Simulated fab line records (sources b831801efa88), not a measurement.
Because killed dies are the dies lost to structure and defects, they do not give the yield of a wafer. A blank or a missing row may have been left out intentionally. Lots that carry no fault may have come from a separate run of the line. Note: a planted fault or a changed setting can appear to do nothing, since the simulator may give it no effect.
Comparing a struck lot with a sound one | flow sky130 | 43 out of 708 route steps
Sound: these wafers, L181.2, L181.3, L181.4. Wafers L199.1, L199.2, L199.4 were the ones struck. The cause is named last.
Per side, at each step with rows, come the tool, then ch with its chambers, and then its first start. Under that, the readings that differ: sound wafers | struck wafers | difference of the means | sigmas: that difference in standard deviations of wafers without a fault.
alike: words and numbers the same on both sides, and readings whose means are apart by under 2 such deviations; not compared: readings that were withheld, readings missing a value for some wafer, numbers with overlapping values and no deviation given by the record, and bounds like >300 which may hide the same value.
A row with sigmas, a row that says differs or no value, or rows on one side alone: a step with any of these is where the two part. Numbers that don't overlap but have no deviation are shown without sigmas and don't part them. A reading missing from all wafers of one side parts the sides only when that side holds two or more wafers.

first, 1 step without rows for these wafers: SKY_VT_ADJUST_HVTP_IMPLANT_09.
SKY_VT_ADJUST_HVTP_STRIP_10: strips in O2/N2.
  sound on plasma_asher-02 ch 0,1, day 6 05:10; struck on plasma_asher-01 ch 0,1, day 10 22:32
  alike: chamber_pressure_mTorr, drypump_motor_current_A, oes_product_au, strip_time_to_endpoint_s
  not compared: rf_hours_counter_h
SKY_VT_ADJUST_HVTP_TW_MEAS_11:
  sound: film_metro-04 at day 6 05:17; struck: film_metro-04 at day 10 22:38
  alike: VT_ADJUST_HVTP_TW
then, 7 steps without rows for these wafers: SKY_VT_ADJUST_LVTN_DEHYDRATE_00 (time 60 s); SKY_VT_ADJUST_LVTN_HMDS_01 (prime time 60 s); SKY_VT_ADJUST_LVTN_COAT_02 (resist thk 3000 nm); SKY_VT_ADJUST_LVTN_SOFTBAKE_03; SKY_VT_ADJUST_LVTN_EXPOSE_04 (exposes mask NWM COMPLEMENT LESS NATIVE, target cd 840 nm); SKY_VT_ADJUST_LVTN_PEB_05; SKY_VT_ADJUST_LVTN_DEVELOP_06 (develop time 60 s).
SKY_VT_ADJUST_LVTN_OVL_MEAS_07:
  sound: overlay-02 at day 6 23:28; struck: overlay-02 at day 11 21:12
  alike: VT_ADJUST_LVTN_OVL
next, for these wafers, 1 step has no rows: SKY_VT_ADJUST_LVTN_IMPLANT_08.
SKY_VT_ADJUST_LVTN_STRIP_09: strips in O2/N2.
  sound on plasma_asher-02 ch 0,1, day 6 23:39; struck on plasma_asher-02 ch 0,1, day 11 21:23
  alike: chamber_pressure_mTorr, drypump_motor_current_A, oes_product_au, strip_time_to_endpoint_s
  not compared: rf_hours_counter_h
SKY_VT_ADJUST_LVTN_TW_MEAS_10:
  sound: film_metro-03 at day 6 23:46; struck: film_metro-04 at day 11 21:29
  reading           | sound       | struck      | difference | sigmas
  VT_ADJUST_LVTN_TW | 247 246 246 | 236 237 237 | -10        | -3
then, 7 steps without rows for these wafers: SKY_VT_ADJUST_LVTN_DEHYDRATE_11 (time 60 s); SKY_VT_ADJUST_LVTN_HMDS_12 (prime time 60 s); SKY_VT_ADJUST_LVTN_COAT_13 (resist thk 1140 nm); SKY_VT_ADJUST_LVTN_SOFTBAKE_14 (time 60 s); SKY_VT_ADJUST_LVTN_EXPOSE_15 (exposes mask HVN STD DERIVED, target cd 600 nm); SKY_VT_ADJUST_LVTN_PEB_16; SKY_VT_ADJUST_LVTN_DEVELOP_17 (develop time 62.06 s).
SKY_VT_ADJUST_LVTN_OVL_MEAS_18:
  sound: overlay-02 at day 7 20:03; struck: overlay-01 at day 12 22:09
  alike: VT_ADJUST_LVTN_01_OVL
next, for these wafers, 1 step has no rows: SKY_VT_ADJUST_LVTN_IMPLANT_19.
SKY_VT_ADJUST_LVTN_STRIP_20: strips in O2/N2.
  sound on plasma_asher-02 ch 0,1, day 7 20:14; struck on plasma_asher-02 ch 0,1, day 12 22:20
  alike: chamber_pressure_mTorr, drypump_motor_current_A, oes_product_au, strip_time_to_endpoint_s
  not compared: rf_hours_counter_h
SKY_VT_ADJUST_LVTN_TW_MEAS_21:
  sound: film_metro-02 at day 7 20:20; struck: film_metro-04 at day 12 22:26
  alike: VT_ADJUST_LVTN_2_TW
then, 7 steps without rows for these wafers: SKY_VT_ADJUST_NCORE_DEHYDRATE_00 (time 60 s); SKY_VT_ADJUST_NCORE_HMDS_01 (prime time 60 s); SKY_VT_ADJUST_NCORE_COAT_02 (resist thk 1140 nm); SKY_VT_ADJUST_NCORE_SOFTBAKE_03 (time 60 s); SKY_VT_ADJUST_NCORE_EXPOSE_04 (exposes mask LVTN COMPLEMENT THIN, target cd 380 nm); SKY_VT_ADJUST_NCORE_PEB_05; SKY_VT_ADJUST_NCORE_DEVELOP_06 (develop time 60 s).
SKY_VT_ADJUST_NCORE_CD_MEAS_07: target cd 380 nm.
  sound: cd_sem-01 at day 8 15:46; struck: cd_sem-01 at day 13 23:35
  alike: cd_nm
SKY_VT_ADJUST_NCORE_OVL_MEAS_08:
  sound: overlay-02 at day 8 15:52; struck: overlay-02 at day 13 23:42
  alike: VT_ADJUST_NCORE_OVL
next, for these wafers, 1 step has no rows: SKY_VT_ADJUST_NCORE_IMPLANT_09.
SKY_VT_ADJUST_NCORE_STRIP_10: strips in O2/N2.
  sound on plasma_asher-02 ch 0,1, day 8 16:03; struck on plasma_asher-04 ch 0,1, day 13 23:53
  reading                      | sound             | struck            | difference | sigmas
  strip_time_to_endpoint_s (s) | 14.33 14.33 14.30 | 14.18 14.15 14.17 | -0.15      | -3
  alike: chamber_pressure_mTorr, drypump_motor_current_A, oes_product_au
  not compared: rf_hours_counter_h
SKY_VT_ADJUST_NCORE_TW_MEAS_11:
  sound: film_metro-04 at day 8 16:10; struck: film_metro-01 at day 13 23:59
  alike: VT_ADJUST_NCORE_TW
then, 5 steps without rows for these wafers: SKY_VT_ADJUST_HVTR_DEHYDRATE_00 (time 60 s); SKY_VT_ADJUST_HVTR_HMDS_01 (prime time 60 s); SKY_VT_ADJUST_HVTR_COAT_02 (resist thk 1140 nm); SKY_VT_ADJUST_HVTR_SOFTBAKE_03 (time 60 s); SKY_VT_ADJUST_HVTR_EXPOSE_04 (exposes mask HVTRM, target cd 380 nm).
-- the record jumps here: 36 days lie between the struck wafers' starts before and after (it left off in module VT_ADJUST_HVTR and takes up again in module PAD_OPEN, whose first step shown is number 708 of the route) --
SKY_PAD_OPEN_PROBE_99:
  record: rows for the struck wafers here (prober-01, day 50 03:21), none for the sound ones

== WHERE THEY PART ==
Earliest at SKY_VT_ADJUST_LVTN_TW_MEAS_10; latest, in this record, at SKY_PAD_OPEN_PROBE_99.

WHY: whatever the simulator had introduced
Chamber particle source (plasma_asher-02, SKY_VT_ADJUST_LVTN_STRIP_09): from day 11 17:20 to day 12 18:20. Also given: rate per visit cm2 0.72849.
